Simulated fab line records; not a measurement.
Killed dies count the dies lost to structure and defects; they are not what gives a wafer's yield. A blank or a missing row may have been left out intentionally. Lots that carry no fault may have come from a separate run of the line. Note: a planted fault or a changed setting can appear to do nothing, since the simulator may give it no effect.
Split-lot trial | flow sfqLine | on a route of 325 steps: 5 lots, 23 wafers read

== ABOUT THE SPLIT ==
At SFQ_TRILAYER_M8_DEP_EVAP_196 (material Au, target thk 180 nm, time 900 s), the setting timeS was moved away from the recipe's 900 s on 9 of the 23 wafers read, by -12.7% to +13.0%. For the rest of the wafers, this setting stayed at what the recipe calls for.

== SPLIT TO READING: what lies between them in the file, 1 step ==
- SFQ_M8_RS_MEAS_949: measures by four-point-probe

== THE READING ==
M8_AU_THK, in nm, at SFQ_M8_THK_MEAS_950 (measures by xrf). On this fab line, fault-free wafers typically give 180.4 nm with a standard deviation of 2.1 nm.

wafer  | tool, chamber at the split | timeS as run, s | against the recipe | M8_AU_THK, nm | against lot-mates on the recipe
L074.1 | pvdSputter-01, -           | 900             | recipe             | 179.4         | -
L074.2 | pvdSputter-01, -           | 900             | recipe             | 178.3         | -
L074.5 | pvdSputter-01, -           | 900             | recipe             | 178.5         | -
L075.1 | pvdSputter-02, -           | 785.5           | -12.7%             | 160.4         | -21.8
L075.2 | pvdSputter-02, -           | 900             | recipe             | 182.0         | -
L075.3 | pvdSputter-02, -           | 785.5           | -12.7%             | 162.2         | -20.0
L075.5 | pvdSputter-02, -           | 785.5           | -12.7%             | 159.7         | -22.5
L075.6 | pvdSputter-02, -           | 900             | recipe             | 182.4         | -
L079.1 | pvdSputter-02, -           | 900             | recipe             | 180.6         | -
L079.3 | pvdSputter-02, -           | 837.4           | -7.0%              | 168.0         | -11.6
L079.4 | pvdSputter-02, -           | 837.4           | -7.0%              | 168.0         | -11.6
L079.5 | pvdSputter-02, -           | 900             | recipe             | 180.1         | -
L079.6 | pvdSputter-02, -           | 900             | recipe             | 178.2         | -
L080.1 | pvdSputter-01, -           | 900             | recipe             | 179.7         | -
L080.2 | pvdSputter-01, -           | 964.4           | +7.2%              | 194.6         | +14.5
L080.3 | pvdSputter-01, -           | 900             | recipe             | 179.5         | -
L080.4 | pvdSputter-01, -           | 900             | recipe             | 181.0         | -
L080.5 | pvdSputter-01, -           | 964.4           | +7.2%              | 194.7         | +14.6
L082.1 | pvdSputter-02, -           | 900             | recipe             | 182.5         | -
L082.2 | pvdSputter-02, -           | 1017            | +13.0%             | 208.9         | +26.3
L082.3 | pvdSputter-02, -           | 900             | recipe             | 182.5         | -
L082.4 | pvdSputter-02, -           | 900             | recipe             | 182.9         | -
L082.6 | pvdSputter-02, -           | 1017            | +13.0%             | 205.9         | +23.3

THE FIT
A straight line over all 23 wafers: M8_AU_THK changes by +1.8 nm for each +1% of timeS; r = +0.99; the points scatter about the line by 2 nm.
The same after taking each lot's own level away (the mean of its wafers on the recipe; 23 wafers): +1.8 nm for each +1%; r = +1.00; scatter 1.1 nm.
That fit puts the effect of the largest move of timeS on the reading at 23 nm.
The lots' own levels span 178.73 to 182.63 nm, that is 1.9 times the standard deviation above.
Hence the lot-to-lot level has little effect on the slope; both slopes agree.
Check: +23.2 nm against its lot-mates is what the line predicts for one of the wafers moved furthest among these (+13.0%) when that wafer is left out of the fit. Against them it came out at +26.3 nm.

== THE OTHER SPLITS THESE WAFERS WENT THROUGH ==
These wafers also went through other splits before the reading. Each is held against what the fit with the lots' levels taken away leaves over:
other split on the same wafers                   | wafers away from the commonest value | r with M8_AU_THK (lot level and that fit taken away)
SFQ_TRILAYER_R5_LITHO_PEB_139 pebTempC           | 7                                    | -0.11
SFQ_TRILAYER_I5_LITHO_PEB_147 pebTimeS           | 8                                    | -0.26
SFQ_TRILAYER_I5_BARC_OPEN_VIA_ETCH_200 sourceW   | 5                                    | -0.01
SFQ_TRILAYER_C5_LITHO_PEB_154 pebTempC           | 9                                    | -0.36
SFQ_TRILAYER_I6_CMP_CMP_166 leaveAboveRefNm      | 7                                    | +0.06
SFQ_TRILAYER_I6_VIA_BARC_OPEN_VIA_ETCH_235 timeS | 8                                    | +0.14
SFQ_TRILAYER_I7_VIA_LITHO_COAT_192 resistThkNm   | 6                                    | +0.05

== THE WHOLE CHAIN: every reading that the file lists as answering this split, in the file's order ==
step                         | what it does                               | reading                                                                               | change (the file's fit)              | r (the file's)
SFQ_TRILAYER_M8_DEP_EVAP_196 | material Au, target thk 180 nm, time 900 s | Au_of_TRILAYER_M8_DEP_EVAP_196.thkNm (the simulator's own value, which no gauge read) | +1.81 nm for each +1% of the setting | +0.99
SFQ_M8_RS_MEAS_949           | measures by four-point-probe               | M8_AU_RS                                                                              | -0.00154 for each +1% of the setting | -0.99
SFQ_M8_THK_MEAS_950          | measures by xrf                            | M8_AU_THK                                                                             | +1.81 for each +1% of the setting    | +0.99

== FILE'S OWN FIT ==
M8_AU_THK changes by +1.81 nm for each +1% of timeS, r = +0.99.
